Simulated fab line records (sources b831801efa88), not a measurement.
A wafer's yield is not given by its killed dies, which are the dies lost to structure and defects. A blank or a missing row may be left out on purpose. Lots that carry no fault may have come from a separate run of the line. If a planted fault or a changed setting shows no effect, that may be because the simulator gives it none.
Comparing a struck lot with a sound one + flow sky130 + 26 steps out of a route of 708
Sound: wafers L143.1, L143.3, L143.5. Wafers L150.1, L150.3, L150.4 were the ones struck. The cause is given at the end.
Order at every step that has rows: each side's tool, ch and its chambers, its first start. Under that, the readings that differ: sound wafers + struck wafers + difference of the means + sigmas: that difference in standard deviations of wafers without a fault.
alike: a reading whose means differ by less than 2 such deviations, as well as words and numbers matching on both sides. not compared: withheld readings; readings where some wafer has no value; bounds like >300 that might hide an equal value; numbers whose values overlap and for which the record gives no deviation.
A row with sigmas, a row that says differs or no value, or rows on one side alone: a step with any of these is where the two part. Numbers that don't overlap but have no deviation are shown without sigmas and don't part them. Lack of a reading on every wafer of one side parts them only where that side has two or more wafers.

first, 10 steps without rows for these wafers: SKY_SONOS_ONO_COAT_08 (resist thk 1140 nm); SKY_SONOS_ONO_SOFTBAKE_09 (time 60 s); SKY_SONOS_ONO_EXPOSE_10 (exposes mask ONOM, target cd 410 nm); SKY_SONOS_ONO_PEB_11; SKY_SONOS_ONO_DEVELOP_12 (develop time 60 s); SKY_SONOS_ONO_ETCH_15 (etches the open film in CHF3/O2, target depth 19.52 nm, time 7.8 s); SKY_SONOS_ONO_WET_ETCH_16 (etches SiO2 in dHF, target depth 14 nm, time 280 s); SKY_SONOS_ONO_STRIP_17 (strips in O2/N2); SKY_SONOS_ONO_WET_ETCH_18 (etches Si3N4 in H3PO4, target depth 15 nm, time 172 s); SKY_GATE_OXIDE_CLEAN_00 (cleans in SC1/SC2, time 150 s).
SKY_GATE_OXIDE_OXIDATION_01: stabilise 600 s, purge 300 s, target thk 10.268 nm.
  sound on furnace-01 ch 0, day 12 09:45; struck on furnace-01 ch 0, day 15 00:01
| reading                                           | sound                | struck              | difference | sigmas      |
|---------------------------------------------------|----------------------|---------------------|------------|-------------|
| spike tc bottom C (C)                             | 923.9 923.4 922.6    | 947.3 947.1 948.8   | +24.4      | +10         |
| spike tc centre C (C)                             | 901.3 899.8 902.0    | 924.8 924.7 928.5   | +25.0      | +23         |
| spike tc lower C (C)                              | 902.2 902.0 901.8    | 928.4 927.9 926.9   | +25.7      | +26         |
| spike tc top C (C)                                | 912.3 908.7 909.4    | 935.7 937.0 936.8   | +26.4      | +15         |
| spike tc upper C (C)                              | 901.8 901.3 898.2    | 926.0 926.5 924.0   | +25.1      | +25         |
| tube center temp C (C)                            | 899.98 900.06 900.11 | 925.72 925.6 925.47 | +25.55     | +99 or more |
| tube_center_temp_C_max                            | 902.2 902.4 902.0    | 928.1 927.9 927.8   | +25.7      | +70         |
| model.SiO2_of_GATE_OXIDE_OXIDATION_01.thk nm (nm) | 10.45 10.29 10.59    | 13.41 13.3 13.3     | +2.89      |             |
  alike: zone power centre pct
SKY_GATE_OXIDE_THK_MEAS_02:
  sound: film metro-03 at day 12 11:10; struck: film metro-02 at day 15 01:25
| reading                          | sound             | struck            | difference | sigmas |
|----------------------------------|-------------------|-------------------|------------|--------|
| GATE_OXIDE_OXIDATION_00_THK (nm) | 10.48 10.32 10.64 | 13.43 13.26 13.26 | +2.84      | +17    |
then, 11 steps without rows for these wafers: SKY_GATE_OXIDE_DEHYDRATE_03 (time 60 s); SKY_GATE_OXIDE_HMDS_04 (prime time 60 s); SKY_GATE_OXIDE_COAT_05 (resist thk 1140 nm); SKY_GATE_OXIDE_SOFTBAKE_06 (time 60 s); SKY_GATE_OXIDE_EXPOSE_07 (exposes mask LVOM, target cd 600 nm); SKY_GATE_OXIDE_PEB_08; SKY_GATE_OXIDE_DEVELOP_09 (develop time 60 s); SKY_GATE_OXIDE_IMPLANT_11; SKY_GATE_OXIDE_WET_ETCH_12 (etches SiO2 in dHF, target depth 16.8 nm, time 336 s); SKY_GATE_OXIDE_STRIP_13 (strips in O2/N2); SKY_GATE_OXIDE_CLEAN_15 (cleans in SC1/SC2, time 150 s).
SKY_GATE_OXIDE_OXIDATION_16: stabilise 600 s, purge 300 s, target thk 3.57 nm.
  sound on furnace-02 ch 0, day 13 13:08; struck on furnace-02 ch 0, day 16 05:02
| reading                                           | sound            | struck            | difference | sigmas |
|---------------------------------------------------|------------------|-------------------|------------|--------|
| model.SiO2_of_GATE_OXIDE_OXIDATION_01.thk nm (nm) | 11.75 11.6 11.85 | 14.59 14.46 14.48 | +2.78      |        |
  alike: ox temp c, spike tc bottom C, spike tc centre C, spike tc lower C, spike tc top C, spike tc upper C, tube center temp C, tube_center_temp_C_max, zone power centre pct
then, 1 step without rows for these wafers: SKY_POLY_GATE_CVD_00 (deposits poly-Si, target thk 180 nm, time 720 s).
-- here the record skips 31 days between the struck wafers' starts before and after, leaving off in module POLY_GATE and picking up in module PAD_OPEN (first step shown: number 708 of the route) --
SKY_PAD_OPEN_PROBE_99:
  sound: prober-01 at day 45 01:38; struck: prober-02 at day 47 04:04
| reading                                | sound                         | struck                        | difference | sigmas |
|----------------------------------------|-------------------------------|-------------------------------|------------|--------|
| killed short                           | 50 49 57                      | 35 36 38                      | -16        | -3     |
| model.etest.nfet_16v.r on ohm um       | 1.439e+04 1.423e+04 1.453e+04 | 1.585e+04 1.568e+04 1.583e+04 | +1.403e+03 |        |
| model.etest.pfet_16v.r on ohm um       | 1.521e+04 1.519e+04 1.573e+04 | 1.607e+04 1.595e+04 1.6e+04   | +6.300e+02 |        |
| model.etest.tip sonos.rs ohm sq        | 2646 2655 2702                | 3687 3639 3558                | +960       |        |
| model.etest.pfet g5v0d10v5.r on ohm um | 4829 4797 4821                | 5504 5370 5428                | +618       |        |
| model.etest.nfet g5v0d10v5.r on ohm um | 1912 1918 1936                | 2167 2138 2159                | +233       |        |
| model.etest.tip p.rs ohm sq            | 6783 6791 6780                | 6934 6873 6880                | +111       |        |
| model.etest.nfet g5v0d10v5.drive ua um | 594.3 601.5 589.4             | 480.8 491.3 487               | -108.7     |        |
| model.etest.nfet_05v0_nvt.drive ua um  | 572.1 571.5 563.7             | 462 473 471.4                 | -100       |        |
  alike: killed_at_M0_to_M3, killed_at_M4_up, killed at contacts, killed at front end, killed at other, killed dies, killed open

WHERE THEY PART
At SKY_GATE_OXIDE_OXIDATION_01 first; at SKY_PAD_OPEN_PROBE_99 last (within this record only).

WHY: what the simulator had put in
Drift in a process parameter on furnace-01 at SKY_GATE_OXIDE_OXIDATION_01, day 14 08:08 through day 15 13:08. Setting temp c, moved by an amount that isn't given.
